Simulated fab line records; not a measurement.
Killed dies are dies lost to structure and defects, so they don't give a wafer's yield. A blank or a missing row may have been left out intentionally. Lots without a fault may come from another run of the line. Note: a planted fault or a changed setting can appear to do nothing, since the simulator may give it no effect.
Lot-split experiment	flow sky130	on a route of 708 steps: 5 lots, 23 wafers read

== SPLIT DETAILS ==
At SKY_CAP2M_SOFTBAKE_08 (time 60 s), the setting temp c was moved away from the recipe's 90 C on 5 of the 23 wafers read, by -3.9% to -3.0%. The other wafers ran this setting at the recipe's value.

== FROM THE SPLIT TO THE READING: what the file shows between them, 2 steps ==
- SKY_CAP2M_EXPOSE_09: exposes mask CAP2M, target cd 1000 nm
- SKY_CAP2M_PEB_10

== THE READING ==
NOVOLAK_of_CAP2M_COAT_07.thk nm (the simulator's own value, which no gauge read), in nm, at SKY_CAP2M_DEVELOP_11 (develop time 60 s). No usual value for it is given in the file. Across the 18 wafers here that went through the recipe, the average is 1140 nm and the standard deviation 3.7 nm.

wafer	tool, chamber at the split	temp c as run, C	against the recipe	NOVOLAK_of_CAP2M_COAT_07.thk nm, nm	against lot-mates on the recipe
L074.1	litho track-03, 0	90	recipe	1132	-
L074.2	litho track-03, 0	87.26	-3.0%	1138	+6
L074.3	litho track-03, 0	87.26	-3.0%	1142	+10
L074.5	litho track-03, 0	87.26	-3.0%	1141	+10
L074.6	litho track-03, 0	90	recipe	1131	-
L076.1	litho track-03, 0	90	recipe	1140	-
L076.2	litho track-03, 0	90	recipe	1143	-
L076.5	litho track-03, 0	90	recipe	1139	-
L080.2	litho track-03, 0	90	recipe	1142	-
L080.3	litho track-03, 0	90	recipe	1141	-
L080.4	litho track-03, 0	90	recipe	1144	-
L080.5	litho track-03, 0	90	recipe	1136	-
L080.6	litho track-03, 0	90	recipe	1137	-
L079.1	litho track-04, 0	90	recipe	1139	-
L079.2	litho track-04, 0	86.52	-3.9%	1150	+10
L079.3	litho track-04, 0	86.52	-3.9%	1151	+11
L079.4	litho track-04, 0	90	recipe	1141	-
L079.5	litho track-04, 0	90	recipe	1140	-
L083.1	litho track-01, 0	90	recipe	1143	-
L083.2	litho track-01, 0	90	recipe	1143	-
L083.5	litho track-01, 0	90	recipe	1143	-
L083.6	litho track-01, 0	90	recipe	1143	-
L083.3	litho track-01, 0	90	recipe	1142	-

FIT RESULTS
A straight line over all 23 wafers: NOVOLAK_of_CAP2M_COAT_07.thk nm changes by -1.52 nm for each +1% of temp c; r = -0.48; the points scatter about the line by 4.1 nm.
The same after taking each lot's own level away (the mean of its wafers on the recipe; 23 wafers): -2.8 nm for each +1%; r = -0.92; scatter 1.8 nm.
That fit puts the effect of the largest move of temp c on the reading at 11 nm.
The span of the lots' own levels, 1131.5 to 1142.8 nm, comes to 3.1 times the standard deviation stated above.
So the lot-to-lot level blurs the effect unless lot-mates are compared.
Check: +11.1 nm against its lot-mates is what the line predicts for one of the wafers moved furthest among these (-3.9%) when that wafer is left out of the fit. It came out at +10 nm against them.

== OTHER SPLITS APPLIED TO THESE WAFERS ==
Other splits were also applied to these wafers ahead of the reading. Each is held against what the fit with the lots' levels taken away leaves over:
other split on the same wafers	wafers away from the commonest value	r with NOVOLAK_of_CAP2M_COAT_07.thk nm (lot level and that fit taken away)
SKY_VIA1_SPUTTER_20 chamber pressure pa	18	+0.04
SKY_METAL2_SPUTTER_02 time s	8	+0.28
SKY_METAL2_COAT_10 resist thk nm	9	-0.12
SKY_VIA2_ETCH_15 time s	9	+0.45
SKY_VIA2_SPUTTER_20 power w	6	-0.13
SKY_METAL3_METAL_ETCH_18 icp w	8	+0.04
SKY_METAL4_SPUTTER_01 time s	9	-0.01

== THE FILE'S OWN FIT ==
NOVOLAK_of_CAP2M_COAT_07.thk nm changes by -2.74 nm for each +1% of temp c, r = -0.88.
